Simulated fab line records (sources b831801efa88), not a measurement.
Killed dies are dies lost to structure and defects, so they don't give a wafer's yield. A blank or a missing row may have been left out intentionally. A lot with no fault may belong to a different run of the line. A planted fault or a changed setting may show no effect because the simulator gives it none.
fab line records	flow sky130
[record] lots = 12	wafers = 33	lastDay = 50
route steps=708 shown FIELD_ISO@28 NWELL@64 SONOS_TUNNEL@166 LDD_HVP@288
lots that met no fault: taken from a fault-free run of the same line
startH: start of the lot's first displayed wafer, in hours after the record's first day	waitH: how many hours have passed since the lot's step before this one	" as in the row above	L1.1+2: a row that stands for several wafers	- no value present, or no start provided	* or withheld: withheld	< > ~ a bound
route shown NAME@n: a module of which the file shows steps, and the number in the route of the first	usual: the fault-free wafers' mean and standard deviation	same: alike in all rows	chamber/n: place in a boat	sites: each site's reading	_std_site: how widely they spread, as a standard deviation	_edge_site: the outer-site mean with the inner-site mean subtracted	radiusMm: how far each site lies from the wafer's centre	mask NAME#n: copy n	behind: tool/chamber where the wafer was last shaped	hold: why the lot was held/for how many hours/how that ended	device: transistor that didn't switch, given as n, p or np	end of line: the same wafers' tests at the end of the route	where a step has no rows: the recipe by itself	killed: the dies lost at the first sort to structure and to defects; this is not the yield of the wafer	map: a wafer's dies, x killed, . not, _ none there
set.NAME: the setting that was run; set.NAME@STEP: the one run at that earlier step	model.NAME: the simulator's own value behind a step, which no gauge read
steps of the route over a sample of lots; a table a step, a row a wafer
services: from which hour (startH, from the record's first day; less than 0 if before it) a tool's chamber was out of use, for how many hours, and why
[[steps]]
[step SKY_FIELD_ISO_CMP_27]
[recipe] stopOn = Si3N4	tOverpolishS = 16	downForcePsi = 4	platenRpm = 60	targetThkNm = 457.8	padVelocityMS = 0.94248
[usual] headPressurePsi = 4.001/0.0091	motorCurrentA = 11.9/1.1	overpolishRunS = 16.000/0.0084	platenRpm = 60.00/0.043	timeToEndpointS = 113/3.2
lot.wafer	tool	chamber	startH	waitH	headPressurePsi	motorCurrentA	overpolishRunS	platenRpm	timeToEndpointS
L749.1	cmp-02	3	31.98	0.1	3.990	12.7	15.998	60.08	111
L749.4	"	0	"	"	4.002	12.2	16.012	59.99	108
L749.6	"	3	"	"	3.994	12.5	15.999	60.04	107
L750.3	cmp-01	0	34.66	0.1	3.981	9.9	16.010	60.00	107
L750.4	"	1	"	"	4.016	12.6	16.006	59.95	110
L750.2	"	2	"	"	4.007	12.8	16.017	59.99	113
L751.3	cmp-02	0	36.11	0.0	3.992	12.0	15.988	59.95	112
L751.2	"	2	"	"	3.985	13.8	16.011	59.91	112
L751.6	"	1	"	"	4.001	10.8	16.004	59.98	117
L756.2	cmp-02	3	71.14	0.1	4.008	13.0	15.995	59.99	119
L756.5	"	1	"	"	4.008	10.1	15.998	59.96	113
L756.6	"	2	"	"	3.998	13.2	16.005	60.08	108
L757.2	cmp-02	2	75.96	0.1	3.997	13.9	15.989	60.05	108
L757.6	"	1	"	"	4.009	11.1	15.992	59.99	110
L757.5	"	2	"	"	4.016	13.6	16.009	60.01	110
L758.1	cmp-02	2	82.65	0.1	4.017	13.4	15.999	59.97	112
L758.6	"	0	"	"	4.013	12.2	15.999	60.02	116
L758.5	"	1	"	"	4.010	10.5	15.992	59.97	114
L759.1	cmp-01	1	86.47	0.0	4.009	12.6	16.011	60.00	112
L759.3	"	3	"	"	3.995	13.2	15.993	60.01	108
L759.5	"	2	"	"	3.999	11.7	16.004	59.95	107
L763.3	cmp-01	3	106.26	0.1	4.017	12.4	16.000	60.00	114
L763.1	"	0	"	"	4.010	10.3	16.005	60.04	111
L764.3	cmp-01	3	113.43	0.3	3.971	12.2	15.995	60.03	110
L764.4	"	0	"	"	4.003	9.9	15.995	59.99	109
L768.1	cmp-01	1	135.72	0.1	4.005	12.2	16.000	60.00	115
L768.3	"	2	"	"	3.982	12.6	16.000	60.02	113
L770.2	cmp-01	0	155.09	0.0	3.991	10.3	15.994	59.93	108
L770.3	"	3	"	"	3.982	12.0	16.009	60.04	113
L770.6	"	1	"	"	4.004	12.4	16.000	60.00	115
L771.1	cmp-02	3	155.24	0.1	3.994	12.8	15.995	60.03	113
L771.6	"	0	"	"	3.997	12.1	16.004	60.09	109
L771.5	"	1	"	"	4.002	10.9	15.987	59.99	110
[step SKY_NWELL_IMPLANT_11]
[recipe] species = P	energyKev = 400	doseCm2 = 1.9e+13	tiltDeg = withheld
lot.wafer	tool	chamber	startH	waitH
L749.1+4+6	implanter-02	0	57.85	0.0
L750.2+3+4	implanter-03	0	84.68	0.0
L751.2+3+6	implanter-01	0	85.87	0.0
L756.2+5+6	implanter-03	0	128.52	0.0
L757.2+5+6	implanter-03	0	134.47	0.0
L758.1+5+6	implanter-02	0	142.55	0.0
L759.1+3+5	implanter-01	0	148.35	0.0
L763.1+3	implanter-03	0	166.74	0.0
L764.3+4	implanter-03	0	175.65	0.1
L768.1+3	implanter-03	0	202.04	0.0
L771.1+5+6	implanter-02	0	226.19	0.0
L770.2+3+6	implanter-01	0	227.16	0.0
[step SKY_NWELL_TW_MEAS_15]
[usual] NWELL_TW = 1824/16
lot.wafer	tool	chamber	startH	waitH	hold	NWELL_TW
L749.1	filmMetro-02	-	58.40	0.1	-	1838
L749.4	"	-	"	"	-	1845
L749.6	"	-	"	"	-	1846
L750.2	filmMetro-03	-	85.21	0.1	-	1803
L750.3	"	-	"	"	-	1810
L750.4	"	-	"	"	-	1818
L751.2	filmMetro-02	-	86.40	0.1	-	1851
L751.3	"	-	"	"	-	1856
L751.6	"	-	"	"	-	1839
L756.2	filmMetro-01	-	129.05	0.1	-	1823
L756.5	"	-	"	"	-	1814
L756.6	"	-	"	"	-	1823
L757.2	filmMetro-01	-	135.00	0.1	-	1810
L757.5	"	-	"	"	-	1818
L757.6	"	-	"	"	-	1811
L758.1	filmMetro-01	-	143.10	0.1	-	1812
L758.5	"	-	"	"	-	1816
L758.6	"	-	"	"	-	1808
L759.1	filmMetro-01	-	148.90	0.1	-	1822
L759.3	"	-	"	"	-	1818
L759.5	"	-	"	"	-	1824
L763.1	filmMetro-01	-	167.29	0.1	awaitDispo/0.2h/release	1732
L763.3	"	-	"	"	awaitDispo/0.2h/release	1820
L763.1	filmMetro-01	-	167.52	0.2	-	1740
L763.3	"	-	"	"	-	1822
L764.3	filmMetro-03	-	176.17	0.1	awaitDispo/0.2h/release	1807
L764.4	"	-	"	"	awaitDispo/0.2h/release	1730
L764.3	filmMetro-03	-	176.40	0.2	-	1813
L764.4	"	-	"	"	-	1735
L768.1	filmMetro-03	-	202.59	0.1	awaitDispo/0.2h/release	1712
L768.3	"	-	"	"	awaitDispo/0.2h/release	1794
L768.1	filmMetro-03	-	202.82	0.2	-	1720
L768.3	"	-	"	"	-	1805
L771.1	filmMetro-01	-	226.74	0.1	-	1819
L771.5	"	-	"	"	-	1814
L771.6	"	-	"	"	-	1815
L770.2	filmMetro-01	-	227.70	0.1	-	1822
L770.3	"	-	"	"	-	1825
L770.6	"	-	"	"	-	1814
[step SKY_NWELL_RS_MEAS_29]
[recipe] thkMeasGauge = four-point-probe
[usual] NWELL_RS = 625.2/1.6
lot.wafer	tool	chamber	startH	waitH	hold	NWELL_RS[ohm/sq]
L749.1	filmMetro-03	-	76.01	0.1	-	625.2
L749.4	"	-	"	"	-	625.1
L749.6	"	-	"	"	-	625.0
L750.2	filmMetro-01	-	103.37	0.1	-	628.6
L750.3	"	-	"	"	-	628.8
L750.4	"	-	"	"	-	630.1
L751.2	filmMetro-01	-	104.83	0.1	-	624.9
L751.3	"	-	"	"	-	626.2
L751.6	"	-	"	"	-	625.9
L756.2	filmMetro-03	-	149.12	0.1	-	625.1
L756.5	"	-	"	"	-	624.8
L756.6	"	-	"	"	-	624.7
L757.2	filmMetro-03	-	155.23	0.1	-	624.6
L757.5	"	-	"	"	-	624.1
L757.6	"	-	"	"	-	624.6
L758.1	filmMetro-03	-	162.65	0.1	-	624.2
L758.5	"	-	"	"	-	623.8
L758.6	"	-	"	"	-	625.5
L759.1	filmMetro-03	-	169.00	0.1	-	626.2
L759.3	"	-	"	"	-	626.6
L759.5	"	-	"	"	-	627.4
L763.1	filmMetro-02	-	189.36	0.1	awaitDispo/0.2h/release	679.2
L763.3	"	-	"	"	awaitDispo/0.2h/release	624.9
L763.1	filmMetro-02	-	189.72	0.3	-	676.5
L763.3	"	-	"	"	-	626.6
L764.3	filmMetro-01	-	198.64	0.1	awaitDispo/0.2h/release	624.2
L764.4	"	-	"	"	awaitDispo/0.2h/release	675.2
L764.3	filmMetro-01	-	199.00	0.3	-	625.0
L764.4	"	-	"	"	-	676.1
L768.1	filmMetro-03	-	224.70	0.2	awaitDispo/0.2h/release	677.7
L768.3	"	-	"	"	awaitDispo/0.2h/release	624.5
L768.1	filmMetro-03	-	225.06	0.3	-	677.4
L768.3	"	-	"	"	-	624.0
L771.1	filmMetro-01	-	251.90	0.1	-	625.9
L771.5	"	-	"	"	-	627.0
L771.6	"	-	"	"	-	627.9
L770.2	filmMetro-03	-	252.72	0.1	-	625.6
L770.3	"	-	"	"	-	623.9
L770.6	"	-	"	"	-	625.5
[step SKY_SONOS_TUNNEL_TW_MEAS_12]
[usual] SONOS_TUNNEL_TW = 198.0/1.8
lot.wafer	tool	chamber	startH	waitH	SONOS_TUNNEL_TW
L749.1	filmMetro-02	-	214.40	0.0	201.3
L749.4	"	-	"	"	199.5
L749.6	"	-	"	"	202.8
L750.2	filmMetro-04	-	250.50	0.0	198.4
L750.3	"	-	"	"	197.6
L750.4	"	-	"	"	198.3
L751.2	filmMetro-04	-	254.83	0.0	199.7
L751.3	"	-	"	"	198.5
L751.6	"	-	"	"	199.0
L756.2	filmMetro-04	-	313.16	0.0	197.7
L756.5	"	-	"	"	197.8
L756.6	"	-	"	"	198.3
L757.2	filmMetro-01	-	321.49	0.0	197.7
L757.5	"	-	"	"	197.0
L757.6	"	-	"	"	198.0
L758.1	filmMetro-02	-	332.39	0.0	200.5
L758.5	"	-	"	"	199.6
L758.6	"	-	"	"	199.9
L759.1	filmMetro-04	-	339.12	0.0	197.2
L759.3	"	-	"	"	198.1
L759.5	"	-	"	"	198.8
L763.1	filmMetro-02	-	366.84	0.0	199.0
L763.3	"	-	"	"	200.8
L764.3	filmMetro-04	-	375.76	0.0	198.7
L764.4	"	-	"	"	197.2
L768.1	filmMetro-02	-	410.64	0.0	201.0
L768.3	"	-	"	"	200.7
L771.1	filmMetro-01	-	446.70	0.0	195.3
L771.5	"	-	"	"	195.9
L771.6	"	-	"	"	194.6
L770.2	filmMetro-01	-	447.44	0.0	195.2
L770.3	"	-	"	"	194.7
L770.6	"	-	"	"	196.0
[step SKY_LDD_HVP_TW_MEAS_10]
[usual] LDD_HVP_TW = 456/3.1
lot.wafer	tool	chamber	startH	waitH	LDD_HVP_TW
L749.1	filmMetro-04	-	453.69	0.1	459
L749.4	"	-	"	"	456
L749.6	"	-	"	"	457
L750.2	filmMetro-04	-	495.22	0.1	459
L750.3	"	-	"	"	456
L750.4	"	-	"	"	457
L751.2	filmMetro-02	-	515.97	0.1	462
L751.3	"	-	"	"	457
L751.6	"	-	"	"	459
L756.2	filmMetro-04	-	574.00	0.1	456
L756.5	"	-	"	"	456
L756.6	"	-	"	"	456
L757.2	filmMetro-02	-	586.47	0.1	458
L757.5	"	-	"	"	454
L757.6	"	-	"	"	457
L758.1	filmMetro-02	-	594.44	0.1	458
L758.5	"	-	"	"	459
L758.6	"	-	"	"	457
L759.1	filmMetro-02	-	599.01	0.1	456
L759.3	"	-	"	"	459
L759.5	"	-	"	"	456
L764.3	filmMetro-01	-	658.98	0.1	450
L764.4	"	-	"	"	450
L763.1	filmMetro-02	-	661.11	0.1	454
L763.3	"	-	"	"	457
L768.1	filmMetro-04	-	669.29	0.1	457
L768.3	"	-	"	"	455
L770.2	filmMetro-04	-	704.92	0.1	458
L770.3	"	-	"	"	459
L770.6	"	-	"	"	459
L771.1	filmMetro-01	-	706.39	0.1	449
L771.5	"	-	"	"	452
L771.6	"	-	"	"	451
[[services]]
tool	chamber	startH	hours	kind
cmp-02	-	25.09	3.8	pm
cmp-01	-	37.82	3.5	repair
cmp-02	-	44.29	6.0	pm
implanter-02	-	45.17	3.8	pm
cmp-01	-	64.16	4.0	pm
cmp-01	-	68.16	-	consumableReplace:conditioner
cmp-01	-	68.16	-	consumableReplace:pad
cmp-01	-	78.92	1.6	repair
cmp-02	-	84.70	11.5	pm
cmp-01	-	96.79	4.4	pm
cmp-02	-	100.25	16.8	repair
implanter-03	-	111.64	3.8	repair
cmp-02	-	120.92	2.5	repair
cmp-02	-	135.35	0.5	repair
implanter-01	-	149.30	3.6	pm
implanter-02	-	153.53	9.4	repair
implanter-02	-	153.93	1.7	repair
implanter-02	-	162.88	9.9	pm
implanter-01	-	168.70	4.5	repair
cmp-01	-	170.72	0.9	repair
cmp-02	-	181.18	0.3	repair
cmp-01	-	201.26	9.0	pm
[[key]]
[firstSign] step = SKY_NWELL_TW_MEAS_15	reading = visit	direction = added
[effect] step = SKY_NWELL_TW_MEAS_15	reading = NWELL_TW	direction = down	sigmas = 6.1	usual = 1824	struck = 1725
[effect] step = SKY_NWELL_RS_MEAS_29	reading = visit	direction = added
[effect] step = SKY_NWELL_RS_MEAS_29	reading = NWELL_RS	direction = up	sigmas = 33	usual = 625.2	struck = 677.4
metAt SKY_NWELL_IMPLANT_11
struckLots L763,L764,L768
struckWafers L763.1,L764.4,L768.1
testerLeftOut L763,L764,L768
notActingAt SKY_FIELD_ISO_CMP_27,SKY_SONOS_TUNNEL_TW_MEAS_12,SKY_LDD_HVP_TW_MEAS_10
onsetBetween 134.47 166.74
[fault] kind = processParameterDrift	tool = implanter-03	chamber = -	onsetH = 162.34	steps = SKY_NWELL_IMPLANT_11	channel = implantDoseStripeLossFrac	offset = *	shape = step	endH = 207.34	scope = struckWafersOnly
// testerLeftOut: of these lots the tester's yield and bins aren't shown, on N5 and GAA mostly nor the transistor test; their killed dies are dies lost to structure and defects alone, not to doping, threshold or leakage, so they don't give the yield
